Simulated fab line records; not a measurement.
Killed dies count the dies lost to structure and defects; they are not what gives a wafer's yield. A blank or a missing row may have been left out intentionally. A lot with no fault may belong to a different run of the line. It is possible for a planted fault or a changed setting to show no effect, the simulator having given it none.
The tool behind it: which one? | flow gf180mcu | Sampling: 6 lots, 17 wafers, 3 of 602 route steps

== WHAT EACH GAUGE READ, for each wafer ==
GF_VT_IMPLANT_RS_MEAS_46: the measuring method here is four-point-probe.
lot  | measured     | on            | MVSD_RS (ohm/sq)
L544 | day 7 18:07  | film-metro-04 | 454.5 453.9 452.8
L546 | day 8 07:22  | film-metro-01 | 457.0 457.6 456.8
L548 | day 8 21:47  | film-metro-01 | 454.8 455.3 455.1
L550 | day 9 10:23  | film-metro-01 | 457.2 457.6 457.1
L556 | day 11 10:10 | film-metro-02 | 411.5 412.3
L562 | day 12 23:19 | film-metro-02 | 459.6 459.5 459.3

== WHAT TOOL EACH LOT RAN ON (gives the tool, then ch and the chambers of the sampled wafers, and finally the start) ==
lot  | GF_MVSD_IMPLANT_08             | GF_MVSD_STRIP_10
L544 | implanter-03 ch 0, day 4 15:25 | plasma-asher-02 ch 0,1, day 4 15:43
L546 | implanter-03 ch 0, day 5 03:37 | plasma-asher-04 ch 0, day 5 03:53
L548 | implanter-02 ch 0, day 5 15:28 | plasma-asher-02 ch 0,1, day 5 15:44
L550 | implanter-01 ch 0, day 6 01:14 | plasma-asher-02 ch 0,1, day 6 01:31
L556 | implanter-03 ch 0, day 7 18:37 | plasma-asher-02 ch 0,1, day 7 18:52
L562 | implanter-02 ch 0, day 9 03:38 | plasma-asher-04 ch 0,1, day 9 03:56
- GF_MVSD_IMPLANT_08
- GF_MVSD_STRIP_10: strips in O2/N2.

== THE ANSWER, worked out from the rows above alone ==
Rule: what is usual is taken from the lots themselves. The widest of any qualifying gaps counts: lots, ordered by their means at a reading, are off when they make up no more than a third of the lots, leave a main group of 4 or more, and stand apart from it by 3 or more times the standard deviation of that group's means. A main group is skipped when, at the precision printed for the reading in the tables above, its means are all equal. Also off: a lot with no number at a reading for which 4 or more lots have one. The other lots that the step has rows for count as sound.
Off: at GF_VT_IMPLANT_RS_MEAS_46 (MVSD_RS), L556. For the main group the mean is 456.5 ohm/sq and the standard deviation 2.
A tool fits if, at a process step before that reading, it ran every lot that is off, and no sound lot after the first of them. Those tools and the gauges at GF_VT_IMPLANT_RS_MEAS_46 are tried in the same way. This does not decide it: 2 tools fit, namely implanter-03 at GF_MVSD_IMPLANT_08 and plasma-asher-02 at GF_MVSD_STRIP_10.

== WHAT WAS PUT IN BY THE SIMULATOR ==
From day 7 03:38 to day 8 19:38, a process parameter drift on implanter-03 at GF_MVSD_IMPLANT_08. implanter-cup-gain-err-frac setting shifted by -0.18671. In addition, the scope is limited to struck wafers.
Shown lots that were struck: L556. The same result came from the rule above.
